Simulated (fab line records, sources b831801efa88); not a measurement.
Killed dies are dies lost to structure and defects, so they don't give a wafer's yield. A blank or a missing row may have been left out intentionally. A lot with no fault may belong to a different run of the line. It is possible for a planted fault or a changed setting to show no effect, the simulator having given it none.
Chamber matching ; flow sky130 ; 4 sister chambers for SKY_VIA4_ETCH_12 on rie_diel-03
The step etches SiO2 in C4F8/O2/Ar, stops on TiN, target depth 580 nm. 18 wafers are shown with their chamber, then 9 later ones without.

== EACH WAFER AND ITS CHAMBER ==
wafer;chamber;oes_product_au (a.u.)
L079.3;0;0.929
L079.4;1;0.926
L079.5;0;0.921
L080.2;2;0.924
L080.3;1;0.915
L080.6;3;0.924
L083.3;2;0.916
L083.4;0;0.923
L083.6;1;0.929
L087.1;3;0.922
L087.2;1;0.926
L087.3;2;0.926
L092.1;0;0.928
L092.2;1;0.931
L092.6;0;0.936
L093.2;2;0.928
L093.3;1;0.927
L093.4;0;0.922

SIGNATURES (averages over the wafers above)
reading;chamber 0;chamber 1;chamber 2;chamber 3;scatter within a chamber
oes_product_au;0.92650;0.92567;0.92350;0.92300;0.00536
Rule: a wafer lies at a distance from a chamber equal to the root of the sum of squares, over the readings, of (its reading less the chamber's mean, divided by the reading's scatter). The wafer belongs to the nearest chamber; if the next one is less than 2 further off, it can't be placed. How the scatter is found: for the shown wafers, subtract from each reading the mean of its chamber, square and add these, divide the total by (wafers less chambers), then take the root.

== WAFERS WITH NO CHAMBER GIVEN ==
wafer;oes_product_au (a.u.)
L094.1;0.932
L094.3;0.934
L094.6;0.922
L095.1;0.927
L095.4;0.936
L095.5;0.927
L097.3;0.922
L097.4;0.923
L097.5;0.925

== WHICH CHAMBER EACH ONE RAN IN ==
wafer;from the rows above;in truth
L094.1;can't be placed: 0 or 1 or 2 or 3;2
L094.3;can't be placed: 0 or 1 or 2 or 3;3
L094.6;can't be placed: 3 or 2 or 1 or 0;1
L095.1;can't be placed: 0 or 1 or 2 or 3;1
L095.4;can't be placed: 0 or 1 or 2 or 3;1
L095.5;can't be placed: 0 or 1 or 2 or 3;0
L097.3;can't be placed: 3 or 2 or 1 or 0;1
L097.4;can't be placed: 3 or 2 or 1 or 0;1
L097.5;can't be placed: 1 or 0 or 2 or 3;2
Correctly placed: 0 of 9. Unplaceable from these rows: 9, with the true chamber sitting among the candidates in 9. Number placed wrongly: 0.
